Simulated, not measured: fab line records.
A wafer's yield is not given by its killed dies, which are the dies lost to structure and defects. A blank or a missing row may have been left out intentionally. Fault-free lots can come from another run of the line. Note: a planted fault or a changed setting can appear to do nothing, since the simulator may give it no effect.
Matching of chambers :: flow sky130 :: pecvd-04 running SKY_CONTACT_CVD_00: 3 sister chambers
The step deposits Si3N4, target thk 75 nm. 5 wafers are shown with their chamber, then 8 later ones without.

## WAFERS, EACH WITH ITS CHAMBER
wafer: L074.1
chamber: 2
heaterPowerW (W): 639

wafer: L082.5
chamber: 0
heaterPowerW (W): 931

wafer: L084.1
chamber: 0
heaterPowerW (W): 816

wafer: L084.4
chamber: 1
heaterPowerW (W): 805

wafer: L086.1
chamber: 1
heaterPowerW (W): 884

## WAFERS MISSING THEIR CHAMBER
wafer: L086.3
heaterPowerW (W): 636

wafer: L086.5
heaterPowerW (W): 658

wafer: L093.1
heaterPowerW (W): 935

wafer: L093.2
heaterPowerW (W): 558

wafer: L093.4
heaterPowerW (W): 864

wafer: L094.2
heaterPowerW (W): 861

wafer: L094.3
heaterPowerW (W): 576

wafer: L094.4
heaterPowerW (W): 572

## WHICH CHAMBER EACH ONE RAN IN
wafer: L086.3
from the rows above: 2
in truth: 2

wafer: L086.5
from the rows above: 2
in truth: 2

wafer: L093.1
from the rows above: can't be placed: 0 or 1
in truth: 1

wafer: L093.2
from the rows above: 2
in truth: 2

wafer: L093.4
from the rows above: can't be placed: 0 or 1
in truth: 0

wafer: L094.2
from the rows above: can't be placed: 0 or 1
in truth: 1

wafer: L094.3
from the rows above: 2
in truth: 2

wafer: L094.4
from the rows above: 2
in truth: 2
Correctly placed: 5 of 8. Can't be placed from these rows: 3 (the true chamber is among the candidates in 3). Number placed wrongly: 0.
How it was worked out, from the rows above alone: a wafer's distance from a chamber is the root of the sum, over the readings, of the square of ((its reading less the chamber's mean) divided by the reading's scatter). The wafer belongs to the nearest chamber; if the next one is less than 2 further off, it can't be placed. For every chamber, the mean is computed from those of its wafers that are shown. The scatter: take each reading less its chamber's mean, square it, sum over the shown wafers, divide by the number of wafers less the number of chambers, and take the root.
